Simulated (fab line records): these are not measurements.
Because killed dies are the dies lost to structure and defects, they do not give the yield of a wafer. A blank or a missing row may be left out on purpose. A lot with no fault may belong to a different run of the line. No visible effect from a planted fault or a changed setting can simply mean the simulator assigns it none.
Check of tool commonality | flow sky130 | 12 lots and 36 wafers in the sample

== REASON FOR OPENING ==
On 1 of the 12 lots, a flag is raised at SKY_SD_P_CD_MEAS_07 on the reading cdNm. Fault-free wafers read 380.2 nm, with a standard deviation of 2.4.
Rule: a lot is flagged in two cases, either no wafer of it has a number, or all its wafers with numbers fall more than 4 standard deviations from that mean. The rest of the lots are taken to be sound.

lot  | measured     | on       | cdNm (nm), wafer by wafer | flag
L547 | day 25 17:32 | cdSem-02 | 379.8 384.7 383.5         | 
L548 | day 25 22:51 | cdSem-02 | 382.9 381.3 383.5         | 
L550 | day 26 10:43 | cdSem-01 | 380.6 380.1 381.2         | 
L551 | day 26 20:20 | cdSem-02 | 380.3 380.7 380.9         | 
L553 | day 27 14:17 | cdSem-02 | 407.0 410.2 407.8         | FLAGGED
L564 | day 31 09:53 | cdSem-02 | 381.0 378.6 377.7         | 
L565 | day 31 14:58 | cdSem-01 | 377.7 379.7 379.3         | 
L566 | day 31 18:53 | cdSem-01 | 385.8 383.4 383.2         | 
L567 | day 32 03:36 | cdSem-01 | 382.7 383.2 382.1         | 
L568 | day 32 13:06 | cdSem-02 | 380.5 381.2 377.5         | 
L569 | day 32 19:52 | cdSem-01 | 377.8 379.0 378.4         | 
L570 | day 33 00:36 | cdSem-02 | 382.9 381.8 380.1         | 
The numbers of the flagged lots are 408.3 nm on average: +28.1 nm against the usual, or +12 standard deviations.

== EACH LOT AND THE TOOL IT RAN ON ==
2 process steps preceding the reading are held in the record, out of 708 steps in the route. Each cell gives the tool, then ch followed by the chambers the sampled wafers passed through, then the start.
lot  | flag    | SKY_LDD_N_STRIP_16                  | SKY_SD_P_EXPOSE_04
L547 |         | plasmaAsher-02 ch 0,1, day 17 21:55 | ilineStepper-02 ch 0, day 25 02:34
L548 |         | plasmaAsher-03 ch 0,1, day 18 04:02 | ilineStepper-02 ch 0, day 25 08:33
L550 |         | plasmaAsher-03 ch 0,1, day 18 14:41 | ilineStepper-01 ch 0, day 25 20:19
L551 |         | plasmaAsher-02 ch 0,1, day 19 02:01 | ilineStepper-02 ch 0, day 26 05:46
L553 | FLAGGED | plasmaAsher-01 ch 0, day 19 22:28   | ilineStepper-02 ch 0, day 26 23:51
L564 |         | plasmaAsher-01 ch 0,1, day 23 23:05 | ilineStepper-01 ch 0, day 30 19:56
L565 |         | plasmaAsher-01 ch 0,1, day 24 06:29 | ilineStepper-02 ch 0, day 31 01:17
L566 |         | plasmaAsher-03 ch 0,1, day 24 12:49 | ilineStepper-02 ch 0, day 31 05:48
L567 |         | plasmaAsher-03 ch 0,1, day 24 21:20 | ilineStepper-01 ch 0, day 31 14:01
L568 |         | plasmaAsher-03 ch 0,1, day 25 05:32 | ilineStepper-01 ch 0, day 31 23:48
L569 |         | plasmaAsher-02 ch 1, day 25 15:07   | ilineStepper-01 ch 0, day 32 06:09
L570 |         | plasmaAsher-01 ch 0,1, day 25 22:05 | ilineStepper-02 ch 0, day 32 12:03
What these steps do:
- SKY_LDD_N_STRIP_16: strips in O2/N2.
- SKY_SD_P_EXPOSE_04: exposes mask PSDM, target cd 380 nm.
- SKY_SD_P_CD_MEAS_07: target cd 380 nm.

== FLAGGED AGAINST TOTAL, ONE TOOL AT A TIME (gauges that did the reading follow at the end) ==
step                | tool            | lots run | flagged | share of the flagged lots | sound lots run after its first flagged lot
SKY_LDD_N_STRIP_16  | plasmaAsher-01  | 4        | 1       | all                       | 3 (L564,L565,L570)
SKY_LDD_N_STRIP_16  | plasmaAsher-02  | 3        | 0       | none                      | -
SKY_LDD_N_STRIP_16  | plasmaAsher-03  | 5        | 0       | none                      | -
SKY_SD_P_EXPOSE_04  | ilineStepper-01 | 5        | 0       | none                      | -
SKY_SD_P_EXPOSE_04  | ilineStepper-02 | 7        | 1       | all                       | 3 (L565,L566,L570)
SKY_SD_P_CD_MEAS_07 | cdSem-01        | 5        | 0       | none                      | -
SKY_SD_P_CD_MEAS_07 | cdSem-02        | 7        | 1       | all                       | 3 (L564,L568,L570)

== WHAT THE TABLE PERMITS ==
3 rows of the table ran every flagged lot: plasmaAsher-01 at SKY_LDD_N_STRIP_16, ilineStepper-02 at SKY_SD_P_EXPOSE_04, cdSem-02 at SKY_SD_P_CD_MEAS_07.
- plasmaAsher-01 at SKY_LDD_N_STRIP_16: 1 of its 4 lots flagged. Sound lots ran on it after the first flagged one (L564, L565, L570), which a lasting fault on the whole tool wouldn't allow.
- ilineStepper-02 at SKY_SD_P_EXPOSE_04: 1 of its 7 lots flagged. Sound lots ran on it after the first flagged one (L565, L566, L570), which a lasting fault on the whole tool wouldn't allow.
- cdSem-02 at SKY_SD_P_CD_MEAS_07: 1 of its 7 lots flagged. Sound lots ran on it after the first flagged one (L564, L568, L570), which a lasting fault on the whole tool wouldn't allow.
None of the table's rows ran every flagged lot and, after the first, no sound lot.

== WHAT WAS PUT IN BY THE SIMULATOR ==
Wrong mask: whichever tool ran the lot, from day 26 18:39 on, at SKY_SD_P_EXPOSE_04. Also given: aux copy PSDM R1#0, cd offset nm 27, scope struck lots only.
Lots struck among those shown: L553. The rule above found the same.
